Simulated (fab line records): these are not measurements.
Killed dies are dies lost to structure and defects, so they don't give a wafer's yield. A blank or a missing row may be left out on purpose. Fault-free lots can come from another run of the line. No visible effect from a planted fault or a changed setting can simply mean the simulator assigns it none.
Code-filled problem report in 8D (eight disciplines) form    flow sky130    the parts of the form that need people (team, actions taken, sign-off) are left out

1. PROBLEM STATEMENT
At SKY_POLY_GATE_IMPLANT_02, endStationPressureTorr averages 5.65e-05 Torr over 6 wafers from 2 lots, while fault-free wafers read 1.14e-05 Torr, standard deviation 1.7e-06. Measured from the usual mean, that is +26 standard deviations.
The first sign was on wafer L729.2 at day 18 17:59, on implanter-02. The record holds 36 wafers of 12 lots with a number at this step. Rule for "out" (also "out of limits"): further than 4 standard deviations from the usual mean. Any other wafer with a number is counted as sound.

2. WHAT THIS IS AND IS NOT
question                     is                      is not
which readings at this step  endStationPressureTorr  -
which lots                   L729, L730              L720, L723, L724, L725, L727, L728, L738, L740, L741, L742
which wafers of those lots   all that have a number  -
read on which tools          implanter-02            implanter-01, implanter-03
when                         from day 18 17:59       up to then (18 sound wafers); but 12 sound wafers of L738, L740, L741, L742 came after

3. THE SUSPECTS, EACH WITH WHAT RULES IT OUT
Counting: a tool at a process step up to the reading stays a suspect if it ran every lot that is out and no sound lot after the first of them.
- implanter-02 at SKY_POLY_GATE_IMPLANT_02: ruled out as a lasting fault. Sound lots L740, L741, L742 ran on it after its first lot that is out, L729 (day 18 17:59).
Left after counting: nothing in the record.

4. THE CAUSE (what the simulator had put in)
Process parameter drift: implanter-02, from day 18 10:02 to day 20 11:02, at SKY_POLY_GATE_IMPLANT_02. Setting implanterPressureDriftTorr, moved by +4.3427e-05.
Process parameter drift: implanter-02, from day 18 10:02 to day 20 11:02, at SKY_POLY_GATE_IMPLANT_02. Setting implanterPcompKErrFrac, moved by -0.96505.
Counting ruled it out, wrongly.

5. THE CHAIN OF EFFECTS, in route order
Rows list readings where the struck wafers' mean (over those with a number) sits beyond 3 standard deviations from the usual. Only readings for which the record gives a usual standard deviation are gone through. hours: the time from each lot's start at the first step in this table that gives one to its start at this step, as a median over the lots. sigmas: the change in usual standard deviations.
hours  step                      reading                 usual          on struck wafers  change     sigmas
0      SKY_POLY_GATE_IMPLANT_02  endStationPressureTorr  1.14e-05 Torr  5.65e-05          +4.51e-05  +26
0      SKY_RES_PROTECT_STRIP_07  stripTimeToEndpointS    23.30 s        23.94             +0.64      +13
Its process steps:
- SKY_POLY_GATE_IMPLANT_02
- SKY_RES_PROTECT_STRIP_07: strips in O2/N2.
At these later measuring or inspecting steps, every struck wafer for which the step has a row has a number for every such reading, and none has moved that far: SKY_VIA3_OVL_MEAS_13, SKY_VIA3_THK_MEAS_23.

6. HOW IT WOULD HAVE BEEN CAUGHT EARLIER
In this record no reading fell out of limits until day 18 17:59, 8 hours after the fault had begun at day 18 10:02.
